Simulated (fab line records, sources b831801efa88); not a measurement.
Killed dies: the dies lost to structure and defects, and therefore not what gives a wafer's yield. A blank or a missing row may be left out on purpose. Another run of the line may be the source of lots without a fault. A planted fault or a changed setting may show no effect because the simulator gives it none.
Chamber matching | flow sky130 | 4 sister chambers for SKY_VIA4_CMP_02 on cmp-02
The step polishes SiO2. 6 wafers are shown with their chamber, then 7 later ones without.

WAFERS WITH THEIR CHAMBER
wafer  | chamber | motorCurrentA (A) | platenRpm (rpm)
L411.3 | 1       | 11.6              | 59.99
L420.1 | 2       | 13.7              | 60.03
L420.2 | 3       | 10.8              | 59.96
L420.5 | 2       | 13.2              | 60.00
L421.1 | 3       | 10.6              | 59.97
L421.4 | 0       | 11.7              | 60.04

WAFERS WITHOUT THEIR CHAMBER
wafer  | motorCurrentA (A) | platenRpm (rpm)
L421.6 | 12.7              | 59.97
L422.4 | 12.5              | 60.04
L422.5 | 10.4              | 60.02
L422.6 | 13.8              | 59.92
L428.3 | 13.2              | 59.98
L428.4 | 11.4              | 60.02
L428.6 | 11.0              | 59.96

WHICH CHAMBER EACH WENT THROUGH
wafer  | from the rows above          | in truth
L421.6 | can't be placed: 2 or 1 or 0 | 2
L422.4 | can't be placed: 0 or 2 or 1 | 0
L422.5 | can't be placed: 3 or 1 or 0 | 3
L422.6 | 2                            | 2
L428.3 | 2                            | 2
L428.4 | can't be placed: 0 or 1      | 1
L428.6 | can't be placed: 3 or 1      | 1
Correct placement for 2 of the 7. Cannot be placed on the basis of these rows: 5; the candidates contain the true chamber in 5. Wrongly placed: 0.
How it was worked out, from the rows above alone: a wafer's distance from a chamber is the root of the sum, over the readings, of the square of ((its reading less the chamber's mean) divided by the reading's scatter). If the next closest chamber is less than 2 further off than the closest, the wafer can't be placed; otherwise it belongs to the closest. For every chamber, the mean is computed from those of its wafers that are shown. The scatter: take each reading less its chamber's mean, square it, sum over the shown wafers, divide by the number of wafers less the number of chambers, and take the root.
